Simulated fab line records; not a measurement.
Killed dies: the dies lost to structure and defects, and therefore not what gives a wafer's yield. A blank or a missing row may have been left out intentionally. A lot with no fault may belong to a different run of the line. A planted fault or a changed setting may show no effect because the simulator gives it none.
fab line records	flow sky130	part 1 of 2: steps 1 to 41 of 42
record: lots: 6	wafers: 18	last-day: 50
route steps=708 shown SD_P@328 RES_XHIGH@332 SD_N@342 SALICIDE@361 LI_CONTACT@362 PAD_OPEN@708
lots untouched by any fault: they come from a run of this same line in which no faults occurred
start-h: hours from the record's first day to the start of the lot's first wafer shown	wait-h: how many hours have passed since the lot's step before this one	" same as the row above	L1.1+2: several wafers, shown together as one row	- either no value or no given start	* or withheld: withheld	< > ~ a bound
route shown NAME@n: a module of which the file shows steps, and the number in the route of the first	usual: mean/standard deviation of fault-free wafers	same: alike in all rows	chamber/n: place in a boat	sites: per-site readings	_std_site: their standard deviation	_edge_site: mean of outer sites minus mean of inner sites	radius-mm: how far each site lies from the wafer's centre	mask NAME#n: copy n	behind: the tool/chamber that last shaped the wafer	hold: reason for holding the lot/hours on hold/outcome of the hold	device: whichever transistor did not switch (one of n, p or np)	end of line: the same wafers' tests at the end of the route	a step without rows: its recipe alone	killed: the dies lost at the first sort to structure and to defects; this is not the yield of the wafer	map: dies across one wafer; x = killed, . = not, _ = none there
set.NAME: the setting that was run; set.NAME@STEP: the one run at that earlier step	model.NAME: the simulator's own value behind a step, which no gauge read
certain route steps with their lots: each step a table, each wafer a row
services: when a tool's chamber went out of use (start-h, in hours from the record's first day, below 0 if earlier), for how many hours, and the reason
== steps ==
step: SKY_SD_P_OVL_MEAS_08
usual: SD_P_OVL: -0.5/1.5
lot.wafer	tool	chamber	start-h	wait-h	SD_P_OVL[nm]
L729.1	overlay-01	-	612.05	0.1	-0.2
L729.2	"	-	"	"	-0.5
L729.5	"	-	"	"	0.1
L732.1	overlay-02	-	640.80	0.1	0.1
L732.3	"	-	"	"	2.4
L732.5	"	-	"	"	1.3
L736.2	overlay-01	-	670.05	0.1	2.5
L736.3	"	-	"	"	-1.0
L736.5	"	-	"	"	-0.1
L747.2	overlay-02	-	752.28	0.1	-0.9
L747.3	"	-	"	"	0.8
L747.5	"	-	"	"	-0.5
L748.2	overlay-02	-	773.98	0.1	-0.2
L748.4	"	-	"	"	0.4
L748.5	"	-	"	"	-1.7
L749.1	overlay-01	-	774.27	0.1	-1.3
L749.3	"	-	"	"	1.5
L749.4	"	-	"	"	-0.8
step: SKY_SD_P_IMPLANT_09
recipe: species: BF2	energy-kev: 20	dose-cm2: 3e+15	tilt-deg: 0
step: SKY_SD_P_STRIP_10
recipe: chemistry: O2/N2	power-w: 1400	pressure-mtorr: 1500	platen-temp-c: withheld	o2-flow-sccm: 3000	n2-flow-sccm: 300	overash-fraction: 0.5
usual: chamber-pressure-mTorr: 1500.1/1.3	drypump-motor-current-A: 5.64/0.26	n2-flow-sccm: 300.1/0.9	oes-product-au: 0.617/0.0042	strip-time-to-endpoint-s: 17.47/0.042
lot.wafer	tool	chamber	start-h	wait-h	chamber-pressure-mTorr	drypump-motor-current-A	n2-flow-sccm	oes-product-au	rf-hours-counter-h	strip-time-to-endpoint-s
L729.1	plasma-asher-02	1	612.24	0.1	1500.5	5.70	300.0	0.621	82	17.51
L729.2	"	0	"	"	1501.6	5.97	300.3	0.611	82	17.53
L729.5	"	0	"	"	1501.5	5.99	299.0	0.619	-	17.47
L732.1	plasma-asher-02	1	640.99	0.1	1501.0	5.74	300.7	0.623	85	17.44
L732.3	"	1	"	"	1498.9	5.73	300.8	0.618	-	17.49
L732.5	"	0	"	"	1501.3	6.00	299.8	0.614	-	17.48
L736.2	plasma-asher-03	1	670.23	0.1	1500.6	5.56	299.4	0.622	49	17.50
L736.3	"	1	"	"	1500.5	5.55	298.8	0.614	-	17.52
L736.5	"	0	"	"	1500.9	5.49	299.8	0.613	-	17.47
L747.2	plasma-asher-02	1	752.46	0.1	1501.1	5.71	300.2	0.617	96	17.45
L747.3	"	1	"	"	1501.0	5.73	299.8	0.609	-	17.50
L747.5	"	0	"	"	1499.5	6.02	299.4	0.615	-	17.44
L748.2	plasma-asher-03	0	774.16	0.1	1500.0	5.54	299.9	0.623	58	17.46
L748.4	"	1	"	"	1499.0	5.58	301.5	0.614	-	17.43
L748.5	"	1	"	"	1502.9	5.60	300.5	0.610	-	17.38
L749.1	plasma-asher-02	0	774.46	0.1	1500.8	5.99	301.8	0.612	98	17.44
L749.3	"	0	"	"	1501.2	5.99	299.6	0.620	-	17.46
L749.4	"	1	"	"	1501.3	5.72	301.3	0.611	-	17.46
step: SKY_SD_P_TW_MEAS_11
usual: SD_P_TW: 2816/18
lot.wafer	tool	chamber	start-h	wait-h	SD_P_TW
L729.1	film-metro-04	-	612.34	0.1	2831
L729.2	"	-	"	"	2836
L729.5	"	-	"	"	2835
L732.1	film-metro-02	-	641.09	0.1	2792
L732.3	"	-	"	"	2791
L732.5	"	-	"	"	2805
L736.2	film-metro-03	-	670.34	0.1	2833
L736.3	"	-	"	"	2841
L736.5	"	-	"	"	2848
L747.2	film-metro-04	-	752.57	0.1	2814
L747.3	"	-	"	"	2819
L747.5	"	-	"	"	2826
L748.2	film-metro-04	-	774.27	0.1	2769
L748.4	"	-	"	"	2785
L748.5	"	-	"	"	2789
L749.1	film-metro-02	-	774.56	0.1	2817
L749.3	"	-	"	"	2813
L749.4	"	-	"	"	2807
step: SKY_RES_XHIGH_DEHYDRATE_00
recipe: temp-c: 200	time-s: 60
step: SKY_RES_XHIGH_HMDS_01
recipe: prime-time-s: 60	prime-temp-c: 120
step: SKY_RES_XHIGH_COAT_02
recipe: resist: NOVOLAK	spin-rpm: 3000	resist-thk-nm: 1140
step: SKY_RES_XHIGH_SOFTBAKE_03
recipe: temp-c: 90	time-s: 60	resist: NOVOLAK
step: SKY_RES_XHIGH_EXPOSE_04
recipe: mask-id: URPM	na: 0.6	source-shape: conventional	sigma-outer: 0.6	polarization: unpolarized	target-cd-nm: 1270	dose-mj: 140
step: SKY_RES_XHIGH_PEB_05
recipe: temp-c: withheld	time-s: *	resist: NOVOLAK
step: SKY_RES_XHIGH_DEVELOP_06
recipe: resist: NOVOLAK	developer: TMAH	develop-time-s: 60	dev-temp-c: 23
step: SKY_RES_XHIGH_IMPLANT_07
recipe: species: BF2	energy-kev: 20	dose-cm2: 3.6e+14	tilt-deg: 0
step: SKY_RES_XHIGH_STRIP_08
recipe: chemistry: O2/N2	power-w: 1400	pressure-mtorr: 1500	platen-temp-c: withheld	o2-flow-sccm: 3000	n2-flow-sccm: 300	overash-fraction: 0.5
usual: chamber-pressure-mTorr: 1499.8/1.4	drypump-motor-current-A: 5.7/0.33	n2-flow-sccm: 299.9/0.95	oes-product-au: 0.711/0.0046	strip-time-to-endpoint-s: 14.25/0.034
lot.wafer	tool	chamber	start-h	wait-h	chamber-pressure-mTorr	drypump-motor-current-A	n2-flow-sccm	oes-product-au	rf-hours-counter-h	strip-time-to-endpoint-s
L729.1	plasma-asher-03	0	641.13	0.1	1499.3	5.5	301.6	0.713	46	14.27
L729.2	"	1	"	"	1498.5	5.6	301.9	0.706	46	14.23
L729.5	"	0	"	"	1499.8	5.5	300.4	0.708	-	14.25
L732.1	plasma-asher-01	1	668.53	0.1	1499.7	5.9	299.0	0.713	23	14.26
L732.3	"	0	"	"	1500.3	6.2	299.9	0.710	-	14.23
L732.5	"	0	"	"	1499.7	6.2	299.5	0.716	-	14.27
L736.2	plasma-asher-01	1	698.28	0.1	1501.7	5.9	299.9	0.711	26	14.23
L736.3	"	1	"	"	1501.0	5.9	299.5	0.718	-	14.21
L736.5	"	1	"	"	1499.1	5.9	299.6	0.704	-	14.23
L747.2	plasma-asher-03	0	779.43	0.1	1498.7	5.5	299.9	0.713	59	14.26
L747.3	"	0	"	"	1497.9	5.5	300.6	0.713	-	14.25
L747.5	"	0	"	"	1500.9	5.5	300.2	0.711	-	14.21
L748.2	plasma-asher-03	1	800.98	0.1	1501.3	5.6	300.1	0.706	61	14.29
L748.4	"	0	"	"	1500.1	5.5	299.8	0.704	-	14.27
L748.5	"	1	"	"	1497.8	5.6	300.6	0.708	-	14.23
L749.1	plasma-asher-01	1	801.08	0.1	1503.2	5.9	298.0	0.709	36	14.35
L749.3	"	1	"	"	1499.4	5.9	299.9	0.716	-	14.30
L749.4	"	0	"	"	1499.6	6.2	300.4	0.702	-	14.32
step: SKY_RES_XHIGH_TW_MEAS_09
usual: RES_XHIGH_TW: 1631/11
lot.wafer	tool	chamber	start-h	wait-h	RES_XHIGH_TW
L729.1	film-metro-04	-	641.23	0.1	1638
L729.2	"	-	"	"	1641
L729.5	"	-	"	"	1650
L732.1	film-metro-04	-	668.63	0.1	1649
L732.3	"	-	"	"	1639
L732.5	"	-	"	"	1644
L736.2	film-metro-02	-	698.39	0.1	1620
L736.3	"	-	"	"	1627
L736.5	"	-	"	"	1626
L747.2	film-metro-04	-	779.54	0.1	1606
L747.3	"	-	"	"	1622
L747.5	"	-	"	"	1619
L748.2	film-metro-03	-	801.09	0.1	1632
L748.4	"	-	"	"	1631
L748.5	"	-	"	"	1625
L749.1	film-metro-02	-	801.18	0.1	1627
L749.3	"	-	"	"	1622
L749.4	"	-	"	"	1623
step: SKY_SD_N_DEHYDRATE_00
recipe: temp-c: 200	time-s: 60
step: SKY_SD_N_HMDS_01
recipe: prime-time-s: 60	prime-temp-c: 120
step: SKY_SD_N_COAT_02
recipe: resist: NOVOLAK	spin-rpm: 3000	resist-thk-nm: 1140
step: SKY_SD_N_SOFTBAKE_03
recipe: temp-c: 90	time-s: 60	resist: NOVOLAK
step: SKY_SD_N_EXPOSE_04
recipe: mask-id: NSDM	na: 0.6	source-shape: conventional	sigma-outer: 0.6	polarization: unpolarized	target-cd-nm: 380	dose-mj: 141
step: SKY_SD_N_PEB_05
recipe: temp-c: withheld	time-s: *	resist: NOVOLAK
step: SKY_SD_N_DEVELOP_06
recipe: resist: NOVOLAK	developer: TMAH	develop-time-s: 60	dev-temp-c: 23
step: SKY_SD_N_CD_MEAS_07
recipe: target-cd-nm: 380
usual: cd-nm: 379.8/2.7
lot.wafer	tool	chamber	start-h	wait-h	cd-nm
L729.1	cd-sem-01	-	669.40	0.1	376.9
L729.2	"	-	"	"	377.4
L729.5	"	-	"	"	375.7
L732.1	cd-sem-02	-	696.54	0.1	379.5
L732.3	"	-	"	"	378.2
L732.5	"	-	"	"	379.8
L736.2	cd-sem-02	-	724.67	0.1	380.5
L736.3	"	-	"	"	383.4
L736.5	"	-	"	"	379.7
L747.2	cd-sem-02	-	805.56	0.1	381.8
L747.3	"	-	"	"	381.9
L747.5	"	-	"	"	381.0
L748.2	cd-sem-01	-	827.61	0.1	381.9
L748.4	"	-	"	"	380.3
L748.5	"	-	"	"	380.9
L749.1	cd-sem-02	-	827.80	0.1	381.5
L749.3	"	-	"	"	381.8
L749.4	"	-	"	"	383.3
step: SKY_SD_N_OVL_MEAS_08
usual: SD_N_OVL: -0.4/1.2
lot.wafer	tool	chamber	start-h	wait-h	SD_N_OVL[nm]
L729.1	overlay-02	-	669.52	0.1	-1.5
L729.2	"	-	"	"	-0.9
L729.5	"	-	"	"	-0.8
L732.1	overlay-02	-	696.66	0.1	-2.4
L732.3	"	-	"	"	-1.8
L732.5	"	-	"	"	-0.4
L736.2	overlay-02	-	724.78	0.1	1.4
L736.3	"	-	"	"	0.1
L736.5	"	-	"	"	0.0
L747.2	overlay-01	-	805.67	0.1	-0.2
L747.3	"	-	"	"	0.7
L747.5	"	-	"	"	-0.2
L748.2	overlay-02	-	827.72	0.1	0.3
L748.4	"	-	"	"	1.7
L748.5	"	-	"	"	-0.8
L749.1	overlay-01	-	827.92	0.1	-0.6
L749.3	"	-	"	"	0.6
L749.4	"	-	"	"	0.6
step: SKY_SD_N_IMPLANT_09
recipe: species: As	energy-kev: 50	dose-cm2: 4e+15	tilt-deg: 0
step: SKY_SD_N_IMPLANT_10
recipe: species: P	energy-kev: 20	dose-cm2: 1e+14	tilt-deg: 0
step: SKY_SD_N_STRIP_11
recipe: chemistry: O2/N2	power-w: 1400	pressure-mtorr: 1500	platen-temp-c: withheld	o2-flow-sccm: 3000	n2-flow-sccm: 300	overash-fraction: 0.5
usual: chamber-pressure-mTorr: 1500.0/1.3	drypump-motor-current-A: 5.83/0.24	n2-flow-sccm: 300.0/0.91	oes-product-au: 0.528/0.0048	strip-time-to-endpoint-s: 22.53/0.04
lot.wafer	tool	chamber	start-h	wait-h	chamber-pressure-mTorr	drypump-motor-current-A	n2-flow-sccm	oes-product-au	rf-hours-counter-h	strip-time-to-endpoint-s
L729.1	plasma-asher-02	1	669.86	0.1	1499.1	5.73	300.5	0.531	88	22.56
L729.2	"	0	"	"	1500.0	5.98	300.7	0.525	88	22.54
L729.5	"	0	"	"	1498.9	6.02	300.3	0.516	-	22.54
L732.1	plasma-asher-01	0	697.00	0.1	1499.0	6.24	300.1	0.533	26	22.56
L732.3	"	0	"	"	1500.8	6.23	300.4	0.522	-	22.54
L732.5	"	1	"	"	1501.2	5.89	300.2	0.520	-	22.52
L736.2	plasma-asher-03	0	725.11	0.1	1498.1	5.50	299.5	0.520	54	22.56
L736.3	"	0	"	"	1501.3	5.49	299.2	0.538	-	22.55
L736.5	"	0	"	"	1498.5	5.51	299.9	0.533	-	22.54
L747.2	plasma-asher-02	1	806.00	0.1	1500.3	5.73	299.2	0.531	102	22.56
L747.3	"	0	"	"	1500.3	6.02	299.9	0.533	-	22.58
L747.5	"	1	"	"	1500.1	5.72	300.2	0.529	-	22.55
L748.2	plasma-asher-02	0	828.05	0.1	1502.5	6.00	298.0	0.520	104	22.53
L748.4	"	1	"	"	1501.2	5.73	299.4	0.529	-	22.54
L748.5	"	1	"	"	1503.0	5.73	301.0	0.531	-	22.53
L749.1	plasma-asher-03	1	828.26	0.1	1500.5	5.59	299.9	0.525	63	22.53
L749.3	"	0	"	"	1500.0	5.49	299.6	0.522	-	22.56
L749.4	"	1	"	"	1498.6	5.57	299.6	0.528	-	22.52
step: SKY_SD_N_TW_MEAS_12
usual: SD_N_TW: 3970/32
lot.wafer	tool	chamber	start-h	wait-h	SD_N_TW
L729.1	film-metro-04	-	669.96	0.1	4006
L729.2	"	-	"	"	3990
L729.5	"	-	"	"	3957
L732.1	film-metro-04	-	697.10	0.1	3979
L732.3	"	-	"	"	3996
L732.5	"	-	"	"	4000
L736.2	film-metro-02	-	725.22	0.1	3940
L736.3	"	-	"	"	3932
L736.5	"	-	"	"	3935
L747.2	film-metro-03	-	806.11	0.1	3954
L747.3	"	-	"	"	3922
L747.5	"	-	"	"	3925
L748.2	film-metro-03	-	828.16	0.1	3998
L748.4	"	-	"	"	4013
L748.5	"	-	"	"	4006
L749.1	film-metro-03	-	828.36	0.1	4004
L749.3	"	-	"	"	3983
L749.4	"	-	"	"	3999
step: SKY_SD_N_CLEAN_13
recipe: chemistry: SC1/SC2	mix: 1:4:20	temp-c: 70	time-s: 150	dry: n2-spin
step: SKY_SD_N_RTA_14
recipe: temp-c: 1075	time-s: 2	idle-temp-c: 650	ramp-up-c-per-s: 150	ramp-down-c-per-s: 90	ambient: N2
usual: anneal-temp-c-max: 1079.8/1.1	lamp-power-pct: 15.74/0.054	ramp-up-c-per-s: 150.00/0.027	wafer_temp_C_max: 1078.2/1.3
lot.wafer	tool	chamber	start-h	wait-h	anneal-temp-c-max	lamp-power-pct	ramp-up-c-per-s	wafer_temp_C_max
L729.1	rtp-anneal-01	0	670.07	0.0	1078.9	15.76	150.02	1080.0
L729.2	"	0	"	"	1078.9	15.71	150.02	1078.7
L729.5	"	0	"	"	1078.0	15.76	150.03	1078.3
L732.1	rtp-anneal-02	0	697.21	0.0	1082.0	15.83	149.96	1079.2
L732.3	"	0	"	"	1079.2	15.67	150.03	1078.5
L732.5	"	0	"	"	1080.7	15.65	150.01	1082.1
L736.2	rtp-anneal-02	0	725.33	0.0	1081.0	15.69	150.02	1079.9
L736.3	"	0	"	"	1080.8	15.75	149.99	1077.6
L736.5	"	0	"	"	1081.9	15.78	149.98	1080.1
L747.2	rtp-anneal-01	0	806.21	0.0	1078.5	15.78	150.01	1077.2
L747.3	"	0	"	"	1079.7	15.79	149.99	1078.1
L747.5	"	0	"	"	1078.4	15.69	150.02	1077.7
L748.2	rtp-anneal-02	0	828.26	0.0	1080.9	15.67	149.96	1078.7
L748.4	"	0	"	"	1080.3	15.68	150.03	1076.3
L748.5	"	0	"	"	1082.1	15.73	150.02	1078.4
L749.1	rtp-anneal-01	0	828.47	0.0	1079.4	15.70	149.97	1080.0
L749.3	"	0	"	"	1079.5	15.65	149.98	1077.8
L749.4	"	0	"	"	1080.0	15.76	150.03	1077.4
step: SKY_SD_N_RS_MEAS_16
recipe: thk-meas-gauge: four-point-probe
usual: SD_N_RS: 68.52/0.13
lot.wafer	tool	chamber	start-h	wait-h	SD_N_RS[ohm/sq]
L729.1	film-metro-02	-	670.24	0.1	68.51
L729.2	"	-	"	"	68.47
L729.5	"	-	"	"	68.59
L732.1	film-metro-02	-	697.38	0.1	68.59
L732.3	"	-	"	"	68.55
L732.5	"	-	"	"	68.44
L736.2	film-metro-02	-	725.51	0.1	68.60
L736.3	"	-	"	"	68.68
L736.5	"	-	"	"	68.50
L747.2	film-metro-03	-	806.40	0.1	68.48
L747.3	"	-	"	"	68.21
L747.5	"	-	"	"	68.33
L748.2	film-metro-02	-	828.45	0.1	68.69
L748.4	"	-	"	"	68.55
L748.5	"	-	"	"	68.75
L749.1	film-metro-03	-	828.64	0.1	68.34
L749.3	"	-	"	"	68.25
L749.4	"	-	"	"	68.57
step: SKY_SD_N_RS_MEAS_17
recipe: thk-meas-gauge: four-point-probe
usual: SD_P_RS: 146.9/0.38
lot.wafer	tool	chamber	start-h	wait-h	SD_P_RS[ohm/sq]
L729.1	film-metro-02	-	670.36	0.1	146.5
L729.2	"	-	"	"	146.6
L729.5	"	-	"	"	146.4
L732.1	film-metro-02	-	697.50	0.1	146.7
L732.3	"	-	"	"	147.1
L732.5	"	-	"	"	146.9
L736.2	film-metro-02	-	725.63	0.1	147.2
L736.3	"	-	"	"	147.7
L736.5	"	-	"	"	147.3
L747.2	film-metro-03	-	806.52	0.1	146.8
L747.3	"	-	"	"	146.5
L747.5	"	-	"	"	146.4
L748.2	film-metro-02	-	828.57	0.1	147.3
L748.4	"	-	"	"	147.0
L748.5	"	-	"	"	147.3
L749.1	film-metro-03	-	828.76	0.1	145.7
L749.3	"	-	"	"	146.3
L749.4	"	-	"	"	146.5
step: SKY_SD_N_RS_MEAS_18
recipe: thk-meas-gauge: four-point-probe
usual: RES_XHIGH_RS: 333.5/1.4
lot.wafer	tool	chamber	start-h	wait-h	RES_XHIGH_RS[ohm/sq]
L729.1	film-metro-02	-	670.48	0.1	332.7
L729.2	"	-	"	"	332.7
L729.5	"	-	"	"	333.5
L732.1	film-metro-02	-	697.62	0.1	332.8
L732.3	"	-	"	"	333.2
L732.5	"	-	"	"	333.3
L736.2	film-metro-02	-	725.75	0.1	333.6
L736.3	"	-	"	"	333.6
L736.5	"	-	"	"	333.0
L747.2	film-metro-03	-	806.64	0.1	335.1
L747.3	"	-	"	"	334.6
L747.5	"	-	"	"	333.0
L748.2	film-metro-02	-	828.69	0.1	333.6
L748.4	"	-	"	"	332.9
L748.5	"	-	"	"	334.8
L749.1	film-metro-03	-	828.88	0.1	334.7
L749.3	"	-	"	"	334.4
L749.4	"	-	"	"	336.4
step: SKY_SALICIDE_CLEAN_00
recipe: chemistry: HF-last	time-s: 30	dilution: 100:1	dry: ipa-marangoni
step: SKY_LI_CONTACT_HDPCVD_00
recipe: material: PSG	target-thk-nm: 930	sigma-open-frac: 0.3	time-s: 159.1	temp-c: 600	sih4-flow-sccm: 60	pressure-mtorr: 6
step: SKY_LI_CONTACT_THK_MEAS_01
recipe: reads: PSG_of_LI_CONTACT_HDPCVD_00
usual: LI_CONTACT_HDPCVD_THK: 952/9.4
lot.wafer	tool	chamber	start-h	wait-h	LI_CONTACT_HDPCVD_THK[nm]
L729.1	film-metro-04	-	670.72	0.1	971
L729.2	"	-	"	"	963
L729.5	"	-	"	"	964
L732.1	film-metro-03	-	697.87	0.1	941
L732.3	"	-	"	"	956
L732.5	"	-	"	"	965
L736.2	film-metro-04	-	726.03	0.1	963
L736.3	"	-	"	"	963
L736.5	"	-	"	"	948
L747.2	film-metro-02	-	806.87	0.1	959
L747.3	"	-	"	"	946
L747.5	"	-	"	"	953
L748.2	film-metro-02	-	828.95	0.1	953
L748.4	"	-	"	"	965
L748.5	"	-	"	"	951
L749.1	film-metro-03	-	829.12	0.1	952
L749.3	"	-	"	"	959
L749.4	"	-	"	"	952
step: SKY_LI_CONTACT_CMP_02
recipe: material: PSG	down-force-psi: 4	platen-rpm: 60	pad-velocity-m-s: 0.94248
usual: motor-current-A: 11.4/0.82	time-to-endpoint-s: 34/4.6
lot.wafer	tool	chamber	start-h	wait-h	motor-current-A	time-to-endpoint-s
L729.2	cmp-01	3	670.78	0.0	11.5	37
L729.1	"	0	"	"	12.2	32
L729.5	"	3	"	"	11.6	37
L732.1	cmp-01	0	697.98	0.1	12.5	29
L732.3	"	1	"	"	11.9	33
L732.5	"	0	"	"	12.6	30
L736.2	cmp-02	0	726.41	0.4	12.6	36
L736.3	"	1	"	"	11.9	44
L736.5	"	3	"	"	10.3	36
L747.2	cmp-02	3	807.11	0.2	10.6	39
L747.3	"	2	"	"	10.2	38
L747.5	"	0	"	"	12.2	35
L748.2	cmp-01	0	829.00	0.0	11.8	31
L748.4	"	2	"	"	10.7	29
L748.5	"	0	"	"	12.4	29
L749.4	cmp-02	2	829.24	0.1	11.1	37
L749.1	"	3	"	"	11.0	35
L749.3	"	0	"	"	12.9	33
step: SKY_LI_CONTACT_BOW_MEAS_03
recipe: mode: bow
usual: LI_CONTACT_BOW: 56/7.2
lot.wafer	tool	chamber	start-h	wait-h	LI_CONTACT_BOW[um]
L729.1	film-metro-02	-	671.08	0.2	54
L729.2	"	-	"	"	63
L729.5	"	-	"	"	66
L732.1	film-metro-03	-	698.23	0.2	60
L732.3	"	-	"	"	57
L732.5	"	-	"	"	59
L736.2	film-metro-03	-	726.68	0.2	57
L736.3	"	-	"	"	49
L736.5	"	-	"	"	53
L747.2	film-metro-02	-	807.43	0.3	49
L747.3	"	-	"	"	41
L747.5	"	-	"	"	72
L748.2	film-metro-03	-	829.38	0.3	61
L748.4	"	-	"	"	51
L748.5	"	-	"	"	53
L749.1	film-metro-03	-	829.54	0.2	58
L749.3	"	-	"	"	58
L749.4	"	-	"	"	60
step: SKY_LI_CONTACT_DEHYDRATE_04
recipe: temp-c: 200	time-s: 60
step: SKY_LI_CONTACT_HMDS_05
recipe: prime-time-s: 60	prime-temp-c: 120
step: SKY_LI_CONTACT_COAT_06
recipe: resist: BARC	temp-c: withheld	time-s: withheld	spin-rpm: 3000	resist-thk-nm: 60
step: SKY_LI_CONTACT_COAT_07
recipe: resist: KrF-thick	spin-rpm: 3000	resist-thk-nm: 450
